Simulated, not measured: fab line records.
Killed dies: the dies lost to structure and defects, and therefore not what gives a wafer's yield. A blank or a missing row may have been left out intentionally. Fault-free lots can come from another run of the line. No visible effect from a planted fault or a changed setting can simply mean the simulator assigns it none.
fab line records    flow sky130    part 2 of 2: steps 32 to 32 of 32
record: lots: 6  wafers: 18  lastDay: 50
route steps=708 shown VIA1@473 METAL2@483 PAD_OPEN@708
lots that met no fault: taken from a fault-free run of the same line
startH: hours from the record's opening day to when the first of the lot's shown wafers began    waitH: hours since the lot's step before    " repeats the value in the row above    L1.1+2: one row covering several wafers at once    - no value present, or no start provided    * or withheld: withheld    < > ~ a bound
route shown NAME@n: NAME is a module with steps in the file, n the number in the route of the first one    usual: average and standard deviation across the fault-free wafers    same: alike in all rows    chamber/n: place in a boat    sites: readings site by site    _std_site: standard deviation of those values    _edge_site: inner sites' mean taken away from outer sites' mean    radiusMm: how far each site lies from the wafer's centre    mask NAME#n: copy n    behind: the most recent tool/chamber to have shaped the wafer    hold: why the lot went on hold/how many hours it stayed there/how the hold came to an end    device: transistor that didn't switch, given as n, p or np    end of line: the route-end tests of the same wafers    a step with no rows: only its recipe    killed: count of dies lost to structure and defects at first sort (not the wafer's yield)    map: shows each die of a wafer: x if killed, . if not, _ if none is there
set.NAME: the setting the step ran with; set.NAME@STEP: the setting that earlier step ran with    model.NAME: the simulator's own value behind a step, which no gauge read
lots at some steps of the route; a table a step, a row a wafer
services: a tool's chamber out of use, with start hour (startH, from the record's first day; less than 0 if before it), hours out, and reason
== steps ==
step: SKY_PAD_OPEN_PROBE_99
usual: defectLimitedYield: 82.4/1.9  killed_at_M0_to_M3: 44/7.1  killed_at_M4_up: 3.5/2  killedAtContacts: 24/5.3  killedAtFrontEnd: 15/4.8  killedAtOther: 0.1/0.35  killedDies: 86/9.3  killedOpen: 47/7.8  killedShort: 39/5.9  sort_bin_3_pad_short: 0.8/0.42  sort_bin_5_function: 10.3/1.4  sort_bin_6_memory: 6.4/1.1  sortNPass: 406/9.3  sortYieldPct: 82.4/1.9
same: grossDies: 492  killedAtBackSide: 0  sort_bin_4_leakage[%]: 0  sort_bin_8_speed[%]: 0
lot.wafer  tool       chamber  startH   waitH  defectLimitedYield[%]  killed_at_M0_to_M3  killed_at_M4_up  killedAtContacts  killedAtFrontEnd  killedAtOther  killedDies  killedOpen  killedShort  sort_bin_3_pad_short[%]  sort_bin_5_function[%]  sort_bin_6_memory[%]  sortNPass  sortYieldPct[%]  model.etest.met2.lineOhmUm  model.etest.met2.rsOhmSq
L504.1     prober-02  -        1078.98  0.1    81.1                   44                  3                35                10                1              93          53          40           1.0                      11.4                    6.5                   399        81.1             0.914                       0.1304
L504.4     prober-02  -        1079.13  0.2    81.1                   52                  2                24                15                0              93          61          32           0.2                      11.2                    7.5                   399        81.1             0.9057                      0.1303
L504.5     prober-02  -        1079.18  0.2    85.2                   35                  4                20                14                0              73          45          28           1.0                      7.5                     6.3                   419        85.2             0.9001                      0.1304
L505.3     prober-01  -        1092.54  0.2    83.3                   46                  2                21                13                0              82          44          38           1.0                      9.6                     6.1                   410        83.3             0.954                       0.1297
L505.4     prober-01  -        1092.59  0.2    84.6                   43                  2                20                11                0              76          47          29           0.6                      8.3                     6.5                   416        84.6             0.9359                      0.1305
L505.5     prober-01  -        1092.64  0.2    86.2                   36                  1                21                10                0              68          34          34           0.2                      8.7                     4.9                   424        86.2             0.952                       0.1309
L515.2     prober-02  -        1150.14  0.1    79.9                   56                  3                18                21                1              99          52          47           1.0                      10.0                    9.1                   393        79.9             0.7037                      0.09927
L515.3     prober-02  -        1150.19  0.2    81.3                   42                  3                23                24                0              92          49          43           1.4                      9.8                     7.5                   400        81.3             0.689                       0.09892
L515.5     prober-02  -        1150.29  0.2    83.1                   52                  0                18                13                0              83          45          38           0.4                      10.4                    6.1                   409        83.1             0.7009                      0.1006
L516.1     prober-01  -        1151.33  0.1    83.1                   47                  4                18                13                1              83          43          40           1.8                      8.7                     6.3                   409        83.1             0.6938                      0.1006
L516.3     prober-01  -        1151.43  0.2    83.3                   38                  2                25                17                0              82          40          42           1.4                      9.1                     6.1                   410        83.3             0.6769                      0.1003
L516.5     prober-01  -        1151.53  0.2    82.5                   48                  4                30                4                 0              86          49          37           0.6                      10.4                    6.5                   406        82.5             0.6922                      0.09928
L518.1     prober-01  -        1162.54  0.1    78.7                   52                  2                28                23                0              105         60          45           0.8                      12.2                    8.3                   387        78.7             0.9295                      0.1321
L518.4     prober-01  -        1162.69  0.2    82.1                   38                  3                28                18                1              88          45          43           0.8                      12.6                    4.5                   404        82.1             0.9695                      0.1305
L518.6     prober-01  -        1162.79  0.2    81.3                   56                  2                20                14                0              92          50          42           0.6                      13.0                    5.1                   400        81.3             0.966                       0.1319
L526.3     prober-02  -        1204.89  0.2    82.7                   35                  6                27                17                0              85          48          37           0.6                      10.8                    5.9                   407        82.7             0.9822                      0.1306
L526.4     prober-02  -        1204.94  0.2    81.1                   45                  4                29                15                0              93          49          44           0.4                      11.4                    7.1                   399        81.1             0.9677                      0.1314
L526.5     prober-02  -        1204.99  0.2    81.7                   36                  3                33                18                0              90          51          39           0.6                      11.2                    6.5                   402        81.7             0.938                       0.1287
killed by level:class
L504.1 CONTACT:geometricParticle:open=15 VIA1:geometricParticle:open=13 METAL2:geometricParticle:short=10 LI_CONTACT:geometricParticle:open=8 LOCAL_INTERCONNECT:geometricParticle:short=7 POLY_GATE:geometricParticle:open=4 METAL1:geometricParticle:short=4 VIA2:geometricParticle:open=4
L504.4 VIA1:geometricParticle:open=14 CONTACT:geometricParticle:open=10 VIA2:geometricParticle:open=9 VIA3:geometricParticle:open=8 METAL2:geometricParticle:short=7 LI_CONTACT:geometricParticle:open=7 POLY_GATE:geometricParticle:open=6 CONTACT:geometricParticle:short=5
L504.5 VIA2:geometricParticle:open=9 LI_CONTACT:geometricParticle:open=8 CONTACT:geometricParticle:open=7 VIA1:geometricParticle:open=7 FIELD_ISO:geometricParticle:open=5 FIELD_ISO:geometricParticle:short=4 POLY_GATE:geometricParticle:short=4 METAL1:geometricParticle:short=4
L505.3 CONTACT:geometricParticle:open=9 VIA1:geometricParticle:open=9 VIA3:geometricParticle:short=8 VIA3:geometricParticle:open=7 LI_CONTACT:geometricParticle:open=6 METAL1:geometricParticle:short=6 METAL2:geometricParticle:short=5 VIA2:geometricParticle:open=4
L505.4 CONTACT:geometricParticle:open=11 VIA1:geometricParticle:open=10 VIA1:geometricParticle:short=8 VIA2:geometricParticle:open=7 LI_CONTACT:geometricParticle:open=5 VIA3:geometricParticle:open=5 FIELD_ISO:geometricParticle:short=3 POLY_GATE:geometricParticle:open=3
L505.5 CONTACT:geometricParticle:open=7 VIA1:geometricParticle:short=7 VIA1:geometricParticle:open=7 VIA3:geometricParticle:open=7 LI_CONTACT:geometricParticle:open=5 METAL1:geometricParticle:short=5 LI_CONTACT:geometricParticle:short=4 CONTACT:geometricParticle:short=4
L515.2 VIA1:geometricParticle:open=11 CONTACT:geometricParticle:open=10 METAL2:geometricParticle:short=7 METAL1:geometricParticle:short=6 VIA1:geometricParticle:short=6 VIA3:geometricParticle:open=6 FIELD_ISO:geometricParticle:short=5 METAL3:geometricParticle:short=5
L515.3 CONTACT:geometricParticle:open=14 FIELD_ISO:geometricParticle:open=8 METAL1:geometricParticle:short=8 VIA3:geometricParticle:open=7 VIA1:geometricParticle:open=5 FIELD_ISO:geometricParticle:short=4 POLY_GATE:geometricParticle:short=4 METAL2:geometricParticle:short=4
L515.5 METAL1:geometricParticle:short=9 VIA1:geometricParticle:open=9 VIA2:geometricParticle:open=8 CONTACT:geometricParticle:open=6 VIA1:geometricParticle:short=6 POLY_GATE:geometricParticle:open=5 CONTACT:geometricParticle:short=5 METAL1:geometricParticle:open=5
L516.1 VIA1:geometricParticle:open=11 VIA2:geometricParticle:open=8 CONTACT:geometricParticle:open=7 POLY_GATE:geometricParticle:short=6 CONTACT:geometricParticle:short=6 VIA3:geometricParticle:short=6 METAL2:geometricParticle:short=5 VIA1:geometricParticle:short=4
L516.3 CONTACT:geometricParticle:open=9 VIA1:geometricParticle:open=8 CONTACT:geometricParticle:short=6 VIA3:geometricParticle:short=6 VIA3:geometricParticle:open=6 POLY_GATE:geometricParticle:open=5 FIELD_ISO:geometricParticle:short=4 POLY_GATE:geometricParticle:short=4
L516.5 CONTACT:geometricParticle:open=10 VIA2:geometricParticle:open=10 VIA1:geometricParticle:open=9 VIA3:geometricParticle:open=8 CONTACT:geometricParticle:short=8 LI_CONTACT:geometricParticle:open=7 VIA2:geometricParticle:short=5 VIA3:geometricParticle:short=4
L518.1 VIA1:geometricParticle:open=12 METAL2:geometricParticle:short=11 VIA3:geometricParticle:open=10 CONTACT:geometricParticle:open=9 LI_CONTACT:geometricParticle:open=8 FIELD_ISO:geometricParticle:open=7 POLY_GATE:geometricParticle:open=7 CONTACT:geometricParticle:short=5
L518.4 LI_CONTACT:geometricParticle:open=10 CONTACT:geometricParticle:open=8 VIA1:geometricParticle:open=8 METAL1:geometricParticle:short=6 VIA2:geometricParticle:open=6 POLY_GATE:geometricParticle:short=5 VIA1:geometricParticle:short=5 CONTACT:geometricParticle:short=4
L518.6 VIA1:geometricParticle:open=13 METAL2:geometricParticle:short=10 VIA2:geometricParticle:open=8 METAL1:geometricParticle:short=7 VIA1:geometricParticle:short=6 CONTACT:geometricParticle:open=6 LI_CONTACT:geometricParticle:open=5 VIA3:geometricParticle:open=5
L526.3 CONTACT:geometricParticle:open=11 VIA1:geometricParticle:open=9 VIA3:geometricParticle:open=7 POLY_GATE:geometricParticle:open=6 POLY_GATE:geometricParticle:short=5 LI_CONTACT:geometricParticle:open=5 LOCAL_INTERCONNECT:geometricParticle:short=4 CONTACT:geometricParticle:short=4
L526.4 VIA1:geometricParticle:open=11 CONTACT:geometricParticle:open=10 LOCAL_INTERCONNECT:geometricParticle:short=6 VIA3:geometricParticle:open=6 METAL1:geometricParticle:short=6 LI_CONTACT:geometricParticle:open=5 METAL2:geometricParticle:short=5 CONTACT:geometricParticle:short=4
L526.5 LI_CONTACT:geometricParticle:open=10 VIA1:geometricParticle:open=9 CONTACT:geometricParticle:open=8 LOCAL_INTERCONNECT:geometricParticle:short=7 FIELD_ISO:geometricParticle:open=6 METAL2:geometricParticle:short=6 VIA3:geometricParticle:open=6 FIELD_ISO:geometricParticle:short=5
== services ==
tool            chamber  startH  hours  kind
plasmaAsher-04  -        772.67  2.8    pm
rieMetal-04     -        791.89  1.4    pm
rieMetal-03     1        798.07  3.4    repair
pvdSputter-01   -        799.47  5.5    repair
cmp-01          -        804.09  2.0    repair
rieMetal-03     -        813.40  2.8    pm
cmp-02          -        821.43  4.2    repair
cmp-02          -        831.64  2.7    repair
cmp-01          -        834.07  5.2    repair
plasmaAsher-01  -        837.02  6.3    repair
pvdSputter-01   -        849.20  0.5    repair
pvdSputter-04   -        851.69  3.7    repair
plasmaAsher-01  -        872.86  2.8    pm
rieMetal-04     1        885.58  21.1   repair
pvdSputter-04   -        891.01  0.6    repair
pvdSputter-01   -        892.50  10.0   repair
cmp-02          -        892.55  1.7    repair
plasmaAsher-02  -        892.86  1.8    repair
cmp-01          -        912.00  4.0    pm
pvdSputter-01   -        924.79  6.6    repair
plasmaAsher-02  -        949.83  2.0    repair
pvdSputter-01   -        974.30  11.3   repair
rieMetal-04     -        981.06  0.5    repair
pvdSputter-03   -        989.84  2.7    repair
== key ==
firstSign: step: SKY_METAL2_RS_MEAS_05  reading: METAL2_ALCU_RS  direction: down  sigmas: 19  usual: 0.1271  struck: 0.0987
effect: step: SKY_METAL2_THK_MEAS_06  reading: METAL2_ALCU_THK  direction: up  sigmas: 23  usual: 248  struck: 317
effect: step: SKY_METAL2_METAL_ETCH_19  reading: oesProductAu  direction: up  sigmas: 7.8  usual: 0.854  struck: 0.902
modelEffect: step: SKY_METAL2_SPUTTER_02  value: AlCu_of_METAL2_SPUTTER_02.thkNm  without: 251.9  struck: 319.2
modelEffect: step: SKY_PAD_OPEN_PROBE_99  value: etest.met2.lineOhmUm  without: 0.8844  struck: 0.6928
metAt SKY_METAL2_SPUTTER_02
struckWafers L515.2,L515.3,L515.5,L516.1,L516.3,L516.5
onsetBetween 797.91 885.91
fault: kind: processParameterDrift  tool: pvdSputter-03  chamber: -  onsetH: 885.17  steps: SKY_METAL2_SPUTTER_02  channel: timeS  offset: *  shape: step  endH: 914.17  actsIn: *  stated: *
